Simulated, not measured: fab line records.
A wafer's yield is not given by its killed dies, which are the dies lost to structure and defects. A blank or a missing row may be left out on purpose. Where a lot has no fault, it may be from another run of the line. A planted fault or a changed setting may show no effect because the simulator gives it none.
Problem report in the 8D (eight disciplines) form, filled by code    flow gf180mcu    the parts of the form that need people (team, actions taken, sign-off) are left out

1. WHAT WENT WRONG
MIM_ALCU_RS at GF_MIM_RS_MEAS_10 reads a mean of 0.1758 ohm/sq on 1 wafer of 1 lot; wafers without a fault read 0.1594 ohm/sq with a standard deviation of 0.0019. Relative to the usual mean, that is a shift of +8.6 standard deviations.
The step: measures by four-point-probe.
The first sign was on wafer L294.1 at day 28 02:20, on film-metro-04. The record holds 31 wafers of 11 lots with a number at this step. Rule for "out" (also "out of limits"): further than 4 standard deviations from the usual mean. Any other wafer with a number is counted as sound.

2. WHAT IT IS; WHAT IT IS NOT
question                     is                      is not
which readings at this step  MIM_ALCU_RS             -
which lots                   L294                    L283, L288, L289, L290, L291, L296, L297, L302, L303, L305
which wafers of those lots   all that have a number  -
read on which gauges         film-metro-04           film-metro-01, film-metro-03
when                         from day 28 02:20       up to then (15 sound wafers); but 15 sound wafers of L296, L297, L302, L303, L305 came after

3. WHAT RULES OUT EACH SUSPECT
Counting: a tool stays on the suspect list if, at a process step up to the reading, it processed all lots that are out and no sound lot following the first of them.
- the gauge at GF_MIM_RS_MEAS_10: kept. All the wafers that are out were read on film-metro-04, and no step on other tools shows them out.
- pvd-sputter-04 at GF_MIM_SPUTTER_01 (material TiN, target thk 30 nm, time 25 s): ruled out as a lasting fault. After its first lot that is out, L294 (day 28 02:01), sound lots L297, L303 ran on it.
- pvd-sputter-02 at GF_MIM_SPUTTER_08 (material AlCu, target thk 200 nm, time 10.6 s): kept. It ran the lot that is out, L294 (day 28 02:17), and no sound lot after that; its last sound lot up to then is L291 (day 27 07:14).
After counting, pvd-sputter-02 at GF_MIM_SPUTTER_08 and film-metro-04 at GF_MIM_RS_MEAS_10 remain.

4. THE CAUSE (what the simulator had put in)
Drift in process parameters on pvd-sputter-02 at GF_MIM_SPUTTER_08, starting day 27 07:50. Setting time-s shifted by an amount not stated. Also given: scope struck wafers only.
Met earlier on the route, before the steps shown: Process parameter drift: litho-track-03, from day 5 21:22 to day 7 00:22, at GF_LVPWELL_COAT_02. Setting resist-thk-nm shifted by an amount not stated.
Counting left 2 suspects, and this tool is among them.

5. THE CHAIN OF EFFECTS, in route order
Each row: a reading where the mean over the struck wafers with a number is more than 3 standard deviations away from the usual. Readings are gone through only where the record gives a usual standard deviation; hours: the median, over the lots, of the time from a lot's start at the first step in this table giving one to that lot's start at this step; sigmas: the change measured in usual standard deviations.
hours  step                  reading             usual          on struck wafers  change   sigmas
0      GF_MIM_RS_MEAS_10     MIM_ALCU_RS         0.1594 ohm/sq  0.1758            +0.0164  +8.6
0      GF_MIM_THK_MEAS_11    MIM_ALCU_THK        200 nm         181               -19      -6.3
19     GF_MIM_METAL_ETCH_19  oes-product-au      0.942 a.u.     0.917             -0.025   -3.8
19     GF_MIM_METAL_ETCH_19  throttle-valve-pct  28.282 %       28.310            +0.028   +3.0
The process steps in it:
- GF_MIM_METAL_ETCH_19: etches the open film in Cl2/BCl3, stops on Si3N4, target depth 324.5 nm, time 54.1 s.

6. HOW IT WOULD HAVE BEEN CAUGHT EARLIER
18 hours passed between the start of the fault at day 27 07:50 and the first reading out of limits at a measuring or inspecting step in this record, taken at day 28 02:20.
Of the tool readings at GF_MIM_SPUTTER_08 for which the record gives a usual standard deviation, none was out on any struck wafer, so an alarm limit of 4 standard deviations on them would not have fired.
The start of GF_MIM_SPUTTER_08 on pvd-sputter-02 came by day 28 02:20 for every one of the lots that are out (1). A hold on the tool at that time would have spared none of them.
